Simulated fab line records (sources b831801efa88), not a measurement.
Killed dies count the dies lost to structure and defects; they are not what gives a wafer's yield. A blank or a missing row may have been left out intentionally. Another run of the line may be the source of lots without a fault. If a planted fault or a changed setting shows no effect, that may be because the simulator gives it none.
Which tool is to blame? -- flow sky130 -- Sampling: 15 lots, 45 wafers, 2 of 708 route steps

## WHAT THE GAUGES READ, wafer by wafer
SKY_VT_ADJUST_LVTN_OVL_MEAS_07.
lot,measured,on,VT_ADJUST_LVTN_OVL (nm)
L596,day 7 02:32,overlay-01,0.3 0.1 -2.0
L597,day 7 17:02,overlay-02,-0.6 -2.6 -2.0
L598,day 8 05:41,overlay-02,-0.8 -0.2 0.0
L599,day 8 07:33,overlay-01,-0.3 -0.2 -1.3
L603,day 9 14:52,overlay-02,0.7 1.2 1.3
L605,day 9 15:53,overlay-01,0.7 0.8 0.4
L608,day 10 09:35,overlay-02,2.4 0.8 1.3
L607,day 10 09:56,overlay-01,0.3 -0.8 -1.2
L609,day 10 11:35,overlay-01,-0.2 0.5 1.4
L610,day 10 23:47,overlay-02,2.0 -1.6 1.0
L611,day 11 01:53,overlay-01,-1.2 0.4 -1.5
L616,day 12 10:31,overlay-02,1.8 0.5 -0.2
L617,day 12 16:58,overlay-01,0.0 1.1 1.0
L618,day 12 19:31,overlay-01,-1.3 -1.6 -1.5
L619,day 13 06:55,overlay-01,2.2 -0.6 0.6

SKY_GATE_OXIDE_OVL_MEAS_10.
lot,measured,on,GATE_OXIDE_OVL (nm)
L596,day 14 04:11,overlay-01,0.5 0.4 1.0
L597,day 14 18:50,overlay-02,-1.2 -1.9 -1.4
L598,day 15 08:40,overlay-01,0.8 2.3 1.2
L599,day 15 15:08,overlay-02,0.4 0.1 0.8
L603,day 17 07:04,overlay-02,-1.0 0.0 0.2
L605,day 17 08:10,overlay-01,1.2 1.2 0.8
L608,day 18 04:17,overlay-02,-1.3 -1.0 -0.6
L607,day 18 08:23,overlay-01,2.9 1.2 1.3
L609,day 18 08:13,overlay-02,0.2 1.0 -0.4
L610,day 18 23:41,overlay-01,-1.9 -2.3 -2.4
L611,day 19 06:49,overlay-02,-0.4 -0.2 -0.2
L616,day 20 19:40,overlay-02,1.3 1.1 0.2
L617,day 21 11:37,overlay-01,1.0 0.7 0.4
L618,day 21 11:40,overlay-02,1.3 -0.2 0.0
L619,day 21 23:07,overlay-01,1.0 2.5 0.4

## TOOL THAT RAN EACH LOT (tool first, then ch and the chambers of the sampled wafers, then the start)
Before these readings, the record contains no process step.

## AS READ BY THE TOOLS THEMSELVES (means over the sampled wafers that have a number; for cases with no such wafer, the mark the record gives instead)
The record holds no such reading with a usual standard deviation.

## THE ANSWER, worked out from the rows above alone
Rule: usual is defined by the lots themselves. The widest of any qualifying gaps counts: lots, ordered by their means at a reading, are off when they make up no more than a third of the lots, leave a main group of 4 or more, and stand apart from it by 3 or more times the standard deviation of that group's means. If all means in a main group match to the digits the tables above print for the reading, that group is not used. A lot without any number at a reading at which 4 lots or more have one is off too. The other lots that the step has rows for count as sound. The gauges are gone through in route order, then the tools' own readings, and for those a lot's mean is taken as printed above. The first step at which some lot is off is used, and at that step the reading that is off furthest; a lot without a number counts as furthest.
No lot is off on any of the readings shown, so nothing can be concluded from this.

## WHAT THE SIMULATOR PUT IN
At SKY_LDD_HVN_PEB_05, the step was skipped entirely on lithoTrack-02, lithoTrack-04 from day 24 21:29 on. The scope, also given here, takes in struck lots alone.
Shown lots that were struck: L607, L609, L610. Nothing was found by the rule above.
